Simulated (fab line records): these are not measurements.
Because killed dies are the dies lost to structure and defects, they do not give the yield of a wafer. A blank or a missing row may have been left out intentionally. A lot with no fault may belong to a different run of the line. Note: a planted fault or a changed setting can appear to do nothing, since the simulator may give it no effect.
Problem report, 8D (eight disciplines) form, completed by code || flow sky130 || the parts of the form that need people (team, actions taken, sign-off) are left out

== 1. WHAT WENT WRONG ==
At SKY_METAL2_COAT_09, spin_speed_rpm averages 2077.3 rpm over 9 wafers from 3 lots, while fault-free wafers read 3000.3 rpm, standard deviation 2. So: -99 or more standard deviations from the usual mean.
The step: resist thk 60 nm.
Seen first at day 38 14:46 on litho_track-02, wafer L418.1. At this step, 30 wafers from 10 lots have a number in the record. By rule, "out" or "out of limits" means more than 4 standard deviations away from the usual mean. Any other wafer with a number is counted as sound.

== 2. WHAT IT IS, WHAT IT ISN'T ==
{"question": "which readings at this step", "is": "spin_speed_rpm", "is not": "dispense_pressure_kPa, exhaust_pa"}
{"question": "which lots", "is": "L418, L419, L422", "is not": "L407, L410, L411, L412, L413, L415, L429"}
{"question": "which wafers of those lots", "is": "all that have a number", "is not": "-"}
{"question": "read on which tools", "is": "litho_track-02", "is not": "litho_track-01, litho_track-04"}
{"question": "when", "is": "from day 38 14:46", "is not": "up to then (18 sound wafers); but 3 sound wafers of L429 came after"}

== 3. SUSPECTS, AND WHAT RULES EACH OUT ==
Counting: a tool at a process step up to the reading stays a suspect if it ran every lot that is out and no sound lot after the first of them.
- cvd_w-01 at SKY_VIA1_CVD_21 (deposits W, target thk 270 nm, time 80.902 s): kept. It processed each lot that is out, first L418 at day 38 02:12, and no sound lot thereafter; up to then, the last sound lot it processed was L415 at day 36 23:28.
- litho_track-02 at SKY_METAL2_COAT_09 (resist thk 60 nm): kept. It processed each lot that is out, first L418 at day 38 14:46, and no sound lot thereafter; up to then, the last sound lot it processed was L415 at day 37 12:25. On those wafers its own readings are out: spin_speed_rpm.
What counting leaves: cvd_w-01 at SKY_VIA1_CVD_21 and litho_track-02 at SKY_METAL2_COAT_09.

== 4. THE CAUSE (what the simulator had put in) ==
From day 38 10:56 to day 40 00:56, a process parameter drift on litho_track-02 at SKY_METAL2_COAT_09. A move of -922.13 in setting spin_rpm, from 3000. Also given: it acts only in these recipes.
Counting left 2 suspects, and this tool is among them.

== 5. THE CHAIN OF EFFECTS, in route order ==
One row per reading whose mean, taken over the struck wafers that have a number, lies over 3 standard deviations from the usual. Readings are gone through only where the record gives a usual standard deviation; hours: the median, over the lots, of the time from a lot's start at the first step in this table giving one to that lot's start at this step; sigmas: the change measured in usual standard deviations.
{"hours": 0, "step": "SKY_METAL2_COAT_09", "reading": "spin_speed_rpm", "usual": "3000.3 rpm", "on struck wafers": 2077.3, "change": -923.0, "sigmas": "-99 or more"}
{"hours": 14, "step": "SKY_METAL2_ETCH_18", "reading": "oes_product_au", "usual": "0.854 a.u.", "on struck wafers": 0.951, "change": "+0.097", "sigmas": "+19"}
{"hours": 14, "step": "SKY_METAL2_STRIP_20", "reading": "strip_time_to_endpoint_s", "usual": "2.68 s", "on struck wafers": 2.84, "change": "+0.16", "sigmas": "+4.6"}
Its process steps:
- SKY_METAL2_COAT_09: resist thk 60 nm.
- SKY_METAL2_ETCH_18: etches BARC in N2/H2, stops on SiO2, time 45.9 s, target depth 60 nm.
- SKY_METAL2_STRIP_20: strips in O2/N2.

== 6. WHAT WOULD HAVE CAUGHT IT SOONER ==
In this record the first reading out of limits was taken at day 38 14:46, 4 hours after the fault began at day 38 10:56.
